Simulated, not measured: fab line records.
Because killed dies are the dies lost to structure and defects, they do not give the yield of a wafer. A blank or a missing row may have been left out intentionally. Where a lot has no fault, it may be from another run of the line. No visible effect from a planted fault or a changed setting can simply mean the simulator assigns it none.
Which tool is to blame? | flow gf180mcu | 10 lots with 30 wafers sampled at 4 steps, on a route of 602 steps

== WHAT EACH GAUGE READ, for each wafer ==
GF_TOP_METAL_CD_MEAS_14 targets a cd of 440 nm.
lot  | measured     | on        | cd nm (nm)
L291 | day 28 21:38 | cd sem-02 | 438.9 439.0 439.9
L293 | day 29 12:14 | cd sem-01 | 440.4 440.1 438.8
L296 | day 30 13:26 | cd sem-02 | 443.2 444.0 440.2
L298 | day 30 20:10 | cd sem-02 | 434.3 431.2 431.8 434.3 431.6 432.1
L301 | day 31 21:12 | cd sem-02 | 432.9 434.5 434.7 433.2 434.0 434.3
L302 | day 32 02:47 | cd sem-01 | 441.2 441.4 441.8
L303 | day 32 06:45 | cd sem-01 | 434.5 437.3 436.0
L306 | day 33 00:01 | cd sem-02 | 441.4 436.2 440.0
L309 | day 33 16:07 | cd sem-01 | 441.6 441.4 439.1
L312 | day 34 05:13 | cd sem-01 | 439.0 438.4 440.0

== WHAT TOOL EACH LOT RAN ON (gives the tool, then ch and the chambers of the sampled wafers, and finally the start) ==
lot  | GF_V5_CMP_26                  | GF_TOP_METAL_SPUTTER_03      | GF_TOP_METAL_COAT_09
L291 | cmp-02 ch 2,3, day 28 03:40   | pvd sputter-02, day 28 04:05 | litho track-03 ch 0, day 28 13:29
L293 | cmp-02 ch 0,1,3, day 28 18:51 | pvd sputter-01, day 28 19:11 | litho track-04 ch 0, day 29 02:27
L296 | cmp-01 ch 0,1,2, day 29 18:13 | pvd sputter-04, day 29 18:41 | litho track-04 ch 0, day 30 03:27
L298 | cmp-02 ch 0,1,3, day 30 01:22 | pvd sputter-02, day 30 01:47 | litho track-04 ch 0, day 30 11:54
L301 | cmp-01 ch 1,2,3, day 31 02:55 | pvd sputter-04, day 31 03:17 | litho track-04 ch 0, day 31 12:03
L302 | cmp-02 ch 0,1,3, day 31 09:18 | pvd sputter-02, day 31 09:41 | litho track-03 ch 0, day 31 17:28
L303 | cmp-01 ch 0,2,3, day 31 13:57 | pvd sputter-04, day 31 14:25 | litho track-04 ch 0, day 31 22:26
L306 | cmp-01 ch 0,2,3, day 32 07:36 | pvd sputter-02, day 32 08:01 | litho track-02 ch 0, day 32 15:50
L309 | cmp-01 ch 1,2, day 32 23:41   | pvd sputter-01, day 33 00:10 | litho track-03 ch 0, day 33 07:25
L312 | cmp-01 ch 1,2,3, day 33 14:20 | pvd sputter-02, day 33 14:49 | litho track-02 ch 0, day 33 21:43
- GF_V5_CMP_26: polishes, stops on SiO2, t overpolish 15 s, target thk 0 nm.
- GF_TOP_METAL_SPUTTER_03: material Ti, target thk 5 nm, time 3.3 s.
- GF_TOP_METAL_COAT_09: resist thk 1500 nm.

== THE ANSWER, worked out from the rows above alone ==
Rule: the lots themselves supply what counts as usual. The widest of any qualifying gaps counts: lots, ordered by their means at a reading, are off when they make up no more than a third of the lots, leave a main group of 4 or more, and stand apart from it by 3 or more times the standard deviation of that group's means. A main group is skipped when, at the precision printed for the reading in the tables above, its means are all equal. A lot without any number at a reading at which 4 lots or more have one is off too. All remaining lots with rows at the step are treated as sound.
No lot is off at any reading shown: from this, nothing can be told.

== WHAT THE SIMULATOR PUT IN ==
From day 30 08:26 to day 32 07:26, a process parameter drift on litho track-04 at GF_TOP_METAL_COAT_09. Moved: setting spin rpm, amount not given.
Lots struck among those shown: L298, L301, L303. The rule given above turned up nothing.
